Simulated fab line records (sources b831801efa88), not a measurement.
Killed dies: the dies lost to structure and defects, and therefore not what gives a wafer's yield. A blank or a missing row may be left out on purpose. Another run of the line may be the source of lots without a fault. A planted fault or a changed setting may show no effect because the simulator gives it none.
Shared-tool check | flow gf180mcu | 8 lots, 24 wafers sampled

## WHY THIS WAS OPENED
Of 8 lots, 4 have the reading VT_IMPLANT_3_TW flagged at GF_VT_IMPLANT_TW_MEAS_32. Wafers without a fault read 267.1, standard deviation 2.5.
Rule: a lot is flagged when every wafer of it that has a number lies more than 4 standard deviations from that mean, or none has a number. As for the other lots, they are considered sound.

lot  | measured    | on            | VT_IMPLANT_3_TW, wafer by wafer | flag
L207 | day 6 23:37 | film-metro-02 | 265.4 265.6 266.4               |
L208 | day 7 02:28 | film-metro-02 | 266.3 266.1 265.5               |
L209 | day 7 12:48 | film-metro-02 | 265.4 265.2 264.5               |
L210 | day 7 17:20 | film-metro-02 | 266.5 264.7 266.2               |
L211 | day 7 21:14 | film-metro-02 | 410.5 411.5 410.0               | FLAGGED
L212 | day 8 02:24 | film-metro-02 | 412.0 410.5 411.8               | FLAGGED
L213 | day 8 09:44 | film-metro-01 | 418.5 418.1 413.1               | FLAGGED
L214 | day 8 15:55 | film-metro-02 | 410.8 409.6 412.2               | FLAGGED
On average the flagged lots' numbers are 412.4, which is +145.3 against the usual, or +58 standard deviations.

## LOT BY LOT: THE TOOL USED
Before the reading, the record contains 2 process steps out of a 602-step route. Cell contents, in order: the tool; ch with the chambers the sampled wafers went through; the start.
lot  | flag    | GF_LVPWELL_STRIP_10                 | GF_VT_IMPLANT_IMPLANT_30
L207 |         | plasma-asher-02 ch 0,1, day 4 00:06 | implanter-04 ch 0, day 6 23:22
L208 |         | plasma-asher-02 ch 0,1, day 4 02:08 | implanter-01 ch 0, day 7 02:13
L209 |         | plasma-asher-04 ch 0,1, day 4 11:07 | implanter-04 ch 0, day 7 12:35
L210 |         | plasma-asher-03 ch 0,1, day 4 15:12 | implanter-01 ch 0, day 7 17:05
L211 | FLAGGED | plasma-asher-03 ch 0,1, day 4 18:11 | implanter-01 ch 0, day 7 21:01
L212 | FLAGGED | plasma-asher-04 ch 0,1, day 5 00:23 | implanter-01 ch 0, day 8 02:09
L213 | FLAGGED | plasma-asher-03 ch 0,1, day 5 06:02 | implanter-01 ch 0, day 8 09:31
L214 | FLAGGED | plasma-asher-02 ch 0,1, day 5 10:18 | implanter-02 ch 0, day 8 15:40
These steps, and what they do:
- GF_LVPWELL_STRIP_10: strips in O2/N2.
- GF_VT_IMPLANT_IMPLANT_30
- GF_VT_IMPLANT_TW_MEAS_32

## FLAGGED AGAINST TOTAL, ONE TOOL AT A TIME (gauges that did the reading follow at the end)
step                     | tool            | lots run | flagged | share of the flagged lots | sound lots run after its first flagged lot
GF_LVPWELL_STRIP_10      | plasma-asher-02 | 3        | 1       | some                      | 0
GF_LVPWELL_STRIP_10      | plasma-asher-03 | 3        | 2       | some                      | 0
GF_LVPWELL_STRIP_10      | plasma-asher-04 | 2        | 1       | some                      | 0
GF_VT_IMPLANT_IMPLANT_30 | implanter-01    | 5        | 3       | some                      | 0
GF_VT_IMPLANT_IMPLANT_30 | implanter-02    | 1        | 1       | some                      | 0
GF_VT_IMPLANT_IMPLANT_30 | implanter-04    | 2        | 0       | none                      | -
GF_VT_IMPLANT_TW_MEAS_32 | film-metro-01   | 1        | 1       | some                      | 0
GF_VT_IMPLANT_TW_MEAS_32 | film-metro-02   | 7        | 3       | some                      | 0

## WHAT THE TABLE ALLOWS
No row of the table ran every flagged lot.

## WHAT THE SIMULATOR HAD INSERTED
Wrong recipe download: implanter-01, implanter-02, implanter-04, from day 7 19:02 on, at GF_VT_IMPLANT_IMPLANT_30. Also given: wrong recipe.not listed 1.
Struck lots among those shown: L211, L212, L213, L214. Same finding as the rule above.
